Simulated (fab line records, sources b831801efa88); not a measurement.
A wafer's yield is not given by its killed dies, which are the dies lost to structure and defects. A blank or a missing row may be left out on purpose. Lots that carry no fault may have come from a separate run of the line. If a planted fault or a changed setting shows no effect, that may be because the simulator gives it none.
A struck lot beside a sound one + flow sky130 + 37 steps out of a route of 708
Sound: the wafers L931.1, L931.3, L931.6. Struck: wafers L915.1, L915.2, L915.3. Last of all comes the cause.
Order at every step that has rows: each side's tool, ch and its chambers, its first start. Under that, the readings that differ: sound wafers + struck wafers + difference of the means + sigmas: that difference in standard deviations of wafers without a fault.
alike: a reading whose means differ by less than 2 such deviations, as well as words and numbers matching on both sides. not compared: withheld readings; readings where some wafer has no value; bounds like >300 that might hide an equal value; numbers whose values overlap and for which the record gives no deviation.
A row with sigmas, a row that says differs or no value, or rows on one side alone: a step with any of these is where the two part. Numbers that don't overlap but have no deviation are shown without sigmas and don't part them. A reading that every wafer of one side lacks parts them only if that side has two wafers or more.

first, 10 steps without rows for these wafers: SKY_DNWELL_DEVELOP_06 (develop time 60 s); SKY_DNWELL_IMPLANT_07; SKY_DNWELL_STRIP_08 (strips in O2/N2); SKY_PWDE_DEHYDRATE_00 (time 60 s); SKY_PWDE_HMDS_01 (prime time 60 s); SKY_PWDE_COAT_02 (resist thk 3000 nm); SKY_PWDE_SOFTBAKE_03; SKY_PWDE_EXPOSE_04 (exposes mask PWDEM, target cd 840 nm); SKY_PWDE_PEB_05; SKY_PWDE_DEVELOP_06 (develop time 60 s).
SKY_PWDE_IMPLANT_08:
  sound on implanter-03 ch 0, day 9 01:23; struck on implanter-03 ch 0, day 5 12:56
| reading                          | sound                      | struck                        | difference | sigmas      |
|----------------------------------|----------------------------|-------------------------------|------------|-------------|
| beam-on-s (s)                    | 9.61 9.98 10.01            | 11.35 11.41 11.11             | +1.42      | +7          |
| end-station-pressure-torr (Torr) | 5.24e-06 4.89e-06 5.24e-06 | 7.162e-05 7.495e-05 7.621e-05 | +6.914e-05 | +99 or more |
| faraday-current-uA               | 21.1 20.4 20.3             | 17.5 17.4 17.8                | -3.0       | -8          |
  alike: dose-ions-cm2
then, 1 step without rows for these wafers: SKY_PWDE_STRIP_09 (strips in O2/N2).
SKY_PWDE_TW_MEAS_10:
  sound on film-metro-04 at day 9 01:38; struck on film-metro-01 at day 5 13:11
| reading | sound             | struck            | difference | sigmas |
|---------|-------------------|-------------------|------------|--------|
| PWDE_TW | 370.2 372.9 372.2 | 391.0 393.3 391.1 | +20.0      | +8     |
then, 22 steps without rows for these wafers: SKY_NWELL_DEHYDRATE_03 (time 60 s); SKY_NWELL_HMDS_04 (prime time 60 s); SKY_NWELL_COAT_05 (resist thk 3000 nm); SKY_NWELL_SOFTBAKE_06; SKY_NWELL_EXPOSE_07 (exposes mask NWM, target cd 840 nm); SKY_NWELL_PEB_08; SKY_NWELL_DEVELOP_09 (develop time 60 s); SKY_NWELL_IMPLANT_11; SKY_NWELL_IMPLANT_12; SKY_NWELL_IMPLANT_13; SKY_NWELL_STRIP_14 (strips in O2/N2); SKY_NWELL_DEHYDRATE_16 (time 60 s); SKY_NWELL_HMDS_17 (prime time 60 s); SKY_NWELL_COAT_18 (resist thk 3000 nm); SKY_NWELL_SOFTBAKE_19; SKY_NWELL_EXPOSE_20 (exposes mask NWM COMPLEMENT, target cd 840 nm); SKY_NWELL_PEB_21; SKY_NWELL_DEVELOP_22 (develop time 60 s); SKY_NWELL_IMPLANT_24; SKY_NWELL_STRIP_25 (strips in O2/N2); SKY_NWELL_CLEAN_27 (cleans in SC1/SC2, time 150 s); SKY_NWELL_RTA_28 (time 30 s).
SKY_NWELL_RS_MEAS_31: a four-point-probe measurement.
  sound on film-metro-03 at day 11 00:21; struck on film-metro-01 at day 7 05:23
| reading          | sound          | struck         | difference | sigmas |
|------------------|----------------|----------------|------------|--------|
| PWDE_RS (ohm/sq) | 5263 5288 5271 | 4775 4771 4799 | -492       | -21    |
-- the record jumps here: 41 days lie between the struck wafers' starts before and after (it left off in module NWELL and takes up again in module PAD_OPEN, whose first step shown is number 708 of the route) --
SKY_PAD_OPEN_PROBE_99:
  sound on prober-01 at day 51 02:50; struck on prober-01 at day 47 22:14
| reading                                   | sound                         | struck                       | difference | sigmas |
|-------------------------------------------|-------------------------------|------------------------------|------------|--------|
| killed_at_M4_up                           | 1 1 0                         | 3 6 3                        | +3         | +2     |
| model.etest.res_p_drift_20v.line-ohm-um   | 1.103e+04 1.156e+04 1.161e+04 | 1.068e+04 1.05e+04 1.016e+04 | -9.533e+02 |        |
| model.etest.res_p_drift_20v.rs-ohm-sq     | 9339 9750 9712                | 8949 8749 8478               | -875       |        |
| model.etest.res-pwde-under-gate.rs-ohm-sq | 6206 6317 6247                | 5449 5438 5476               | -802       |        |
  alike: killed_at_M0_to_M3, killed-at-contacts, killed-at-front-end, killed-at-other, killed-dies, killed-open, killed-short

## WHERE THEY PART
First at SKY_PWDE_IMPLANT_08; last, within this record, at SKY_PAD_OPEN_PROBE_99.

WHY: what the simulator had put in
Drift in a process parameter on implanter-03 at SKY_PWDE_IMPLANT_08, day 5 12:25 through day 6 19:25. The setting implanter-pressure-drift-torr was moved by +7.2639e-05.
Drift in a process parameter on implanter-03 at SKY_PWDE_IMPLANT_08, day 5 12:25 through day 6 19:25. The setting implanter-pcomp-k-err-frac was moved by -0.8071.
